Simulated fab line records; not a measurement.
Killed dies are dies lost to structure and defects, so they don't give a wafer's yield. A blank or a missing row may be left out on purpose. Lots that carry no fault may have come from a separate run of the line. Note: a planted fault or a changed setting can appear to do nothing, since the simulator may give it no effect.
Chamber matching :: flow sky130 :: cmp-01 running SKY_LI_CONTACT_CMP_24: 4 sister chambers
The step polishes, stops on PSG, t overpolish 20 s, target thk 0 nm. 4 wafers are shown with their chamber, then 7 later ones without.

## WAFERS, EACH WITH ITS CHAMBER
wafer: L311.1
chamber: 1
motor current A (A): 11.2

wafer: L326.6
chamber: 2
motor current A (A): 10.6

wafer: L327.1
chamber: 3
motor current A (A): 11.2

wafer: L327.4
chamber: 0
motor current A (A): 12.3

## WAFERS WITH NO CHAMBER GIVEN
wafer: L327.6
motor current A (A): 11.7

wafer: L328.2
motor current A (A): 10.6

wafer: L328.4
motor current A (A): 10.8

wafer: L328.5
motor current A (A): 10.9

wafer: L332.1
motor current A (A): 10.4

wafer: L332.4
motor current A (A): 11.2

wafer: L332.6
motor current A (A): 11.1

## WHICH CHAMBER EACH WENT THROUGH
wafer: L327.6
from the rows above: can't be placed: 1 or 3 or 0
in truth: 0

wafer: L328.2
from the rows above: 2
in truth: 2

wafer: L328.4
from the rows above: can't be placed: 2 or 1 or 3
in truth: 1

wafer: L328.5
from the rows above: can't be placed: 1 or 3 or 2
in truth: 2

wafer: L332.1
from the rows above: 2
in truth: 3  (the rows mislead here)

wafer: L332.4
from the rows above: can't be placed: 1 or 3
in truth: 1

wafer: L332.6
from the rows above: can't be placed: 1 or 3 or 2
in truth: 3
Correct placement for 1 of the 7. Not placeable from these rows: 5 (in 5, the candidates include the true chamber). Placed wrongly: 1.
How it was worked out, from the rows above alone: a wafer's distance from a chamber is the root of the sum, over the readings, of the square of ((its reading less the chamber's mean) divided by the reading's scatter). The wafer belongs to the nearest chamber; if the next one is less than 2 further off, it can't be placed. The mean given for a chamber averages the wafers shown for that chamber. The scatter (one wafer shown for each chamber): square how far every hidden wafer sits from the nearest shown wafer, average those squares and take the square root.
